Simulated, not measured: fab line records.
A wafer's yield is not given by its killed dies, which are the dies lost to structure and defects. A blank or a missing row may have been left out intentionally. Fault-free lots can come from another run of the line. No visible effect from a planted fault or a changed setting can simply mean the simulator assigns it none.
Chamber matching ; flow sfqLine ; 4 sister chambers for SFQ_TRILAYER_A5B_CMP_CMP_130 on cmp-01
The step polishes, stops on Nb, target thk 340.7 nm. 14 wafers are shown with their chamber, then 7 later ones without.

== EACH WAFER AND ITS CHAMBER ==
wafer;chamber;motorCurrentA (A)
L820.2;0;8.6
L820.4;3;12.2
L820.1;2;8.0
L830.1;0;7.8
L830.3;3;12.4
L830.6;1;10.3
L833.2;3;13.0
L833.3;2;8.2
L833.6;0;9.1
L834.1;0;9.2
L834.4;1;9.8
L834.5;0;8.7
L835.2;2;8.0
L835.3;1;10.6

SIGNATURES (averages over the wafers above)
reading;chamber 0;chamber 1;chamber 2;chamber 3;scatter within a chamber
motorCurrentA;8.680;10.233;8.067;12.533;0.439
Rule: a wafer lies at a distance from a chamber equal to the root of the sum of squares, over the readings, of (its reading less the chamber's mean, divided by the reading's scatter). The wafer belongs to the nearest chamber; if the next one is less than 2 further off, it can't be placed. The scatter: take each reading less its chamber's mean, square it, sum over the shown wafers, divide by the number of wafers less the number of chambers, and take the root.

== WAFERS MISSING THEIR CHAMBER ==
wafer;motorCurrentA (A)
L835.4;8.9
L837.1;12.9
L837.3;8.8
L837.6;7.8
L838.2;10.1
L838.5;8.6
L838.6;13.1

== WHICH CHAMBER EACH WENT THROUGH ==
wafer;from the rows above;in truth
L835.4;can't be placed: 0 or 2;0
L837.1;3;3
L837.3;can't be placed: 0 or 2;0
L837.6;can't be placed: 2 or 0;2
L838.2;1;1
L838.5;can't be placed: 0 or 2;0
L838.6;3;3
Placed correctly: 3 of 7. Cannot be placed on the basis of these rows: 4; the candidates contain the true chamber in 4. Number placed wrongly: 0.
